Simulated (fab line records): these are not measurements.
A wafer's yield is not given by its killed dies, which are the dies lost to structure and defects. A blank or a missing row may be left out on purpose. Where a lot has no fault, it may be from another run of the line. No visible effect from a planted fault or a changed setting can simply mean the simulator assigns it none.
A lot that was struck, set against a sound lot	flow sfq line	4 out of 325 route steps
Sound: wafers L995.3, L995.5, L995.6. The struck wafers were L101.2, L101.5, L101.6. Last of all comes the cause.
For every step that has rows: the tool of each side, followed by ch and its chambers, followed by its first start. Under that, the readings that differ: sound wafers	struck wafers	difference of the means	sigmas: that difference in standard deviations of wafers without a fault.
alike: readings with means less than 2 such deviations apart, plus words and numbers identical on both sides. not compared: withheld readings, readings lacking a value on some wafer, bounds such as >300 that could conceal the same value, and numbers that have no deviation in the record and whose values overlap.
A row with sigmas, a row that says differs or no value, or rows on one side alone: a step with any of these is where the two part. Numbers that have no deviation but don't overlap get no sigmas and don't part them. Lack of a reading on every wafer of one side parts them only where that side has two or more wafers.

SFQ_INCOMING_BOW_MEAS_900:
  sound: film metro-04 at day 2 16:02; struck: film metro-02 at day 3 22:01
  alike: INCOMING_BOW
then, 1 step without rows for these wafers: SFQ_TRILAYER_INCOMING_OXIDATION_002 (target thk 500 nm, ox time 4939 s).
SFQ_TRILAYER_L0_DEP_SPUTTER_003: material MoNx KI, target thk 40 nm, time 100 s.
  sound: pvd sputter-06 at day 2 18:29; struck: pvd sputter-05 at day 4 00:29
reading	sound	struck	difference	sigmas
chamber pressure pa (Pa)	0.3993 0.4002 0.4005	0.4573 0.4587 0.4580	+0.0580	+78
  alike: throttle valve pct
SFQ_L0_RS_MEAS_901: uses a four-point probe to measure.
  sound: film metro-03 at day 2 18:36; struck: film metro-04 at day 4 00:35
  alike: L0_MONX_KI_RS

## WHERE THEY PART
Only at SFQ_TRILAYER_L0_DEP_SPUTTER_003, within this record. Later steps at which nothing parts them and some readings are alike: SFQ_L0_RS_MEAS_901.

WHY: what the simulator had put in
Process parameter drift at SFQ_TRILAYER_L0_DEP_SPUTTER_003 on pvd sputter-05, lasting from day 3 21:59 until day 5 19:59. Setting chamber pressure pa shifted by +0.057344 from 0.4. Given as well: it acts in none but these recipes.
